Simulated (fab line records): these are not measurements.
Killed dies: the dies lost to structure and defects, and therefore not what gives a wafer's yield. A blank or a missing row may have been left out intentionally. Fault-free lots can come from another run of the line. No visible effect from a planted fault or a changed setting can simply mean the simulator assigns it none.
Lot-split experiment :: flow sky130 :: route with 708 steps; 5 lots, 23 wafers read

## ABOUT THE SPLIT
At SKY_VIA2_HDPCVD_00 (deposits SiO2, target thk 1180 nm, time 196.7 s), the setting time-s was moved away from the recipe's 196.7 s on 10 of the 23 wafers read, by -9.6% to +6.9%. The other wafers ran this setting at the recipe's value.

The file shows no step between the split and the reading.

## THE READING
Values of VIA2_HDPCVD_THK in nm from SKY_VIA2_THK_MEAS_01. Typical for fault-free wafers on this fab line: 1182 nm, with standard deviation 12 nm.

wafer: L077.1
tool, chamber at the split: hdpcvd-02, 0
time-s as run, s: 196.7
against the recipe: recipe
VIA2_HDPCVD_THK, nm: 1206
against lot-mates on the recipe: -

wafer: L077.4
tool, chamber at the split: hdpcvd-02, 0
time-s as run, s: 196.7
against the recipe: recipe
VIA2_HDPCVD_THK, nm: 1198
against lot-mates on the recipe: -

wafer: L077.6
tool, chamber at the split: hdpcvd-02, 2
time-s as run, s: 196.7
against the recipe: recipe
VIA2_HDPCVD_THK, nm: 1178
against lot-mates on the recipe: -

wafer: L078.1
tool, chamber at the split: hdpcvd-02, 1
time-s as run, s: 196.7
against the recipe: recipe
VIA2_HDPCVD_THK, nm: 1173
against lot-mates on the recipe: -

wafer: L078.2
tool, chamber at the split: hdpcvd-02, 2
time-s as run, s: 179.9
against the recipe: -8.5%
VIA2_HDPCVD_THK, nm: 1100
against lot-mates on the recipe: -80

wafer: L078.4
tool, chamber at the split: hdpcvd-02, 1
time-s as run, s: 196.7
against the recipe: recipe
VIA2_HDPCVD_THK, nm: 1183
against lot-mates on the recipe: -

wafer: L078.5
tool, chamber at the split: hdpcvd-02, 0
time-s as run, s: 196.7
against the recipe: recipe
VIA2_HDPCVD_THK, nm: 1185
against lot-mates on the recipe: -

wafer: L078.6
tool, chamber at the split: hdpcvd-02, 2
time-s as run, s: 179.9
against the recipe: -8.5%
VIA2_HDPCVD_THK, nm: 1088
against lot-mates on the recipe: -92

wafer: L081.1
tool, chamber at the split: hdpcvd-02, 0
time-s as run, s: 210.2
against the recipe: +6.9%
VIA2_HDPCVD_THK, nm: 1249
against lot-mates on the recipe: +71

wafer: L081.2
tool, chamber at the split: hdpcvd-02, 2
time-s as run, s: 196.7
against the recipe: recipe
VIA2_HDPCVD_THK, nm: 1171
against lot-mates on the recipe: -

wafer: L081.3
tool, chamber at the split: hdpcvd-02, 1
time-s as run, s: 210.2
against the recipe: +6.9%
VIA2_HDPCVD_THK, nm: 1254
against lot-mates on the recipe: +76

wafer: L081.4
tool, chamber at the split: hdpcvd-02, 2
time-s as run, s: 196.7
against the recipe: recipe
VIA2_HDPCVD_THK, nm: 1179
against lot-mates on the recipe: -

wafer: L081.5
tool, chamber at the split: hdpcvd-02, 0
time-s as run, s: 196.7
against the recipe: recipe
VIA2_HDPCVD_THK, nm: 1183
against lot-mates on the recipe: -

wafer: L083.1
tool, chamber at the split: hdpcvd-01, 0
time-s as run, s: 207.7
against the recipe: +5.6%
VIA2_HDPCVD_THK, nm: 1242
against lot-mates on the recipe: +74

wafer: L083.3
tool, chamber at the split: hdpcvd-01, 2
time-s as run, s: 196.7
against the recipe: recipe
VIA2_HDPCVD_THK, nm: 1153
against lot-mates on the recipe: -

wafer: L083.4
tool, chamber at the split: hdpcvd-01, 0
time-s as run, s: 196.7
against the recipe: recipe
VIA2_HDPCVD_THK, nm: 1183
against lot-mates on the recipe: -

wafer: L083.5
tool, chamber at the split: hdpcvd-01, 2
time-s as run, s: 207.7
against the recipe: +5.6%
VIA2_HDPCVD_THK, nm: 1225
against lot-mates on the recipe: +57

wafer: L083.6
tool, chamber at the split: hdpcvd-01, 1
time-s as run, s: 207.7
against the recipe: +5.6%
VIA2_HDPCVD_THK, nm: 1249
against lot-mates on the recipe: +81

wafer: L082.2
tool, chamber at the split: hdpcvd-01, 0
time-s as run, s: 177.9
against the recipe: -9.6%
VIA2_HDPCVD_THK, nm: 1070
against lot-mates on the recipe: -122

wafer: L082.3
tool, chamber at the split: hdpcvd-01, 2
time-s as run, s: 177.9
against the recipe: -9.6%
VIA2_HDPCVD_THK, nm: 1078
against lot-mates on the recipe: -114

wafer: L082.4
tool, chamber at the split: hdpcvd-01, 0
time-s as run, s: 196.7
against the recipe: recipe
VIA2_HDPCVD_THK, nm: 1187
against lot-mates on the recipe: -

wafer: L082.5
tool, chamber at the split: hdpcvd-01, 1
time-s as run, s: 196.7
against the recipe: recipe
VIA2_HDPCVD_THK, nm: 1197
against lot-mates on the recipe: -

wafer: L082.6
tool, chamber at the split: hdpcvd-01, 2
time-s as run, s: 177.9
against the recipe: -9.6%
VIA2_HDPCVD_THK, nm: 1054
against lot-mates on the recipe: -138

FIT RESULTS
A straight line over all 23 wafers: VIA2_HDPCVD_THK changes by +11 nm for each +1% of time-s; r = +0.98; the points scatter about the line by 13 nm.
The same after taking each lot's own level away (the mean of its wafers on the recipe; 23 wafers): +11.9 nm for each +1%; r = +0.98; scatter 11 nm.
The reading moves by 1.1e+02 nm for the largest change in time-s, on that fit.
The span of the lots' own levels, 1168.0 to 1194.0 nm, comes to 2.2 times the standard deviation stated above.
The two slopes are in agreement: the lot-to-lot level therefore moves the slope only a little.
Check: with one of the wafers moved furthest among these (-9.6%) left out of the fit, the line predicts -112 nm for it against its lot-mates. Against them it came out at -122 nm.

## OTHER SPLITS APPLIED TO THESE WAFERS
Before the reading, these wafers also passed through other splits. Each is held against what the fit with the lots' levels taken away leaves over:
other split on the same wafers: SKY_CONTACT_DEVELOP_13 develop-time-s
wafers away from the commonest value: 10
r with VIA2_HDPCVD_THK (lot level and that fit taken away): +0.16

other split on the same wafers: SKY_CONTACT_SPUTTER_23 chamber-pressure-pa
wafers away from the commonest value: 15
r with VIA2_HDPCVD_THK (lot level and that fit taken away): +0.23

other split on the same wafers: SKY_METAL1_SPUTTER_03 time-s
wafers away from the commonest value: 7
r with VIA2_HDPCVD_THK (lot level and that fit taken away): +0.28

other split on the same wafers: SKY_VIA1_HDPCVD_00 sih4-flow-sccm
wafers away from the commonest value: 11
r with VIA2_HDPCVD_THK (lot level and that fit taken away): +0.14

other split on the same wafers: SKY_METAL2_SPUTTER_02 power-w
wafers away from the commonest value: 7
r with VIA2_HDPCVD_THK (lot level and that fit taken away): +0.20

other split on the same wafers: SKY_METAL2_SPUTTER_04 time-s
wafers away from the commonest value: 11
r with VIA2_HDPCVD_THK (lot level and that fit taken away): -0.08

other split on the same wafers: SKY_METAL2_METAL_ETCH_19 time-s
wafers away from the commonest value: 7
r with VIA2_HDPCVD_THK (lot level and that fit taken away): -0.19

## THE WHOLE CHAIN: every reading that the file lists as answering this split, in the file's order
step: SKY_VIA2_HDPCVD_00
what it does: deposits SiO2, target thk 1180 nm, time 196.7 s
reading: SiO2_of_VIA2_HDPCVD_00.thk-nm (the simulator's own value, which no gauge read)
change (the file's fit): +11.6 nm for each +1% of the setting
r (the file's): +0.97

step: SKY_VIA2_THK_MEAS_01
what it does: 
reading: VIA2_HDPCVD_THK
change (the file's fit): +11.7 for each +1% of the setting
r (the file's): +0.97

## FILE'S OWN FIT
VIA2_HDPCVD_THK changes by +11.7 nm for each +1% of time-s, r = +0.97.
